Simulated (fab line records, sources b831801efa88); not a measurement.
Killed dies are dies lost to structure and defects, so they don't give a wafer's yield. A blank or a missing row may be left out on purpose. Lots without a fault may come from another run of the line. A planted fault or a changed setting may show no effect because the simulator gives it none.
Problem report in the 8D (eight disciplines) form, filled by code | flow sky130 | the parts of the form that need people (team, actions taken, sign-off) are left out

1. THE PROBLEM
PASSIVATION_CVD_00_THK at SKY_PASSIVATION_THK_MEAS_01 reads a mean of 131.8 nm on 2 wafers of 2 lots; wafers without a fault read 90.0 nm with a standard deviation of 1.3. That is +32 standard deviations from the usual mean.
First seen on wafer L100.1, day 47 21:53, on film_metro-02. The record holds 18 wafers of 6 lots with a number at this step. Rule for "out", or "out of limits": more than 4 standard deviations from the usual mean. The other wafers with a number count as sound.

2. WHAT IT IS AND WHAT IT IS NOT
question                    | is                     | is not
which readings at this step | PASSIVATION_CVD_00_THK | -
which lots                  | L100, L102             | L105, L108, L990, L998
which wafers of those lots  | L100.1, L102.1         | L100.3, L100.4, L102.2, L102.4
read on which gauges        | film_metro-02          | film_metro-01, film_metro-04
when                        | from day 47 21:53      | up to then (8 sound wafers); but 8 sound wafers of L102, L105, L108 came after

3. SUSPECTS, AND WHAT RULES EACH OUT
Counting: a tool at a process step up to the reading stays a suspect if it ran every lot that is out. Sound lots after the first of them don't rule it out here, since some wafers of a struck lot are sound.
- the gauge at SKY_PASSIVATION_THK_MEAS_01: kept. All the wafers that are out were read on film_metro-02, and no step on other tools shows them out.
- plasma_asher-02 at SKY_METAL5_STRIP_16 (strips in O2/N2): kept. It ran every lot that is out, first L100 (day 47 21:16); its last sound lot up to then is L998 (day 47 00:04).
- pecvd-01 at SKY_PASSIVATION_CVD_00 (deposits SiO2, target thk 90 nm): kept. It ran every lot that is out, first L100 (day 47 21:52); its last sound lot up to then is L990 (day 45 08:52).
Left after counting: plasma_asher-02 at SKY_METAL5_STRIP_16, pecvd-01 at SKY_PASSIVATION_CVD_00, film_metro-02 at SKY_PASSIVATION_THK_MEAS_01.

4. THE CAUSE (what the simulator had put in)
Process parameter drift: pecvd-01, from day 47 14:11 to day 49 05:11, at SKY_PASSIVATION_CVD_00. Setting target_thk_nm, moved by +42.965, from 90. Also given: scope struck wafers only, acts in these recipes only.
Counting left 3 suspects, and this tool is among them.

5. THE CHAIN OF EFFECTS, in route order
Each row: a reading whose mean over the struck wafers that have a number lies more than 3 standard deviations from the usual. Only readings for which the record gives a usual standard deviation are gone through. hours: the time from each lot's start at the first step in this table that gives one to its start at this step, as a median over the lots. sigmas: the change in usual standard deviations.
hours | step                        | reading                | usual   | on struck wafers | change | sigmas
0     | SKY_PASSIVATION_THK_MEAS_01 | PASSIVATION_CVD_00_THK | 90.0 nm | 131.8            | +41.8  | +32
Later measuring or inspecting steps at which every struck wafer that the step has a row for has a number for every such reading, and none has moved that far: SKY_PASSIVATION_THK_MEAS_03.

6. WHAT WOULD HAVE CAUGHT IT SOONER
In this record the first reading out of limits at a measuring or inspecting step was taken at day 47 21:53, 8 hours after the fault began at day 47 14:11.
Of the tool readings at SKY_PASSIVATION_CVD_00 for which the record gives a usual standard deviation, none was out on any struck wafer, so an alarm limit of 4 standard deviations on them would not have fired.
Of the lots that are out (2), L102 began SKY_PASSIVATION_CVD_00 on pecvd-01 after day 47 21:53. A hold on the tool at that time would have spared it.
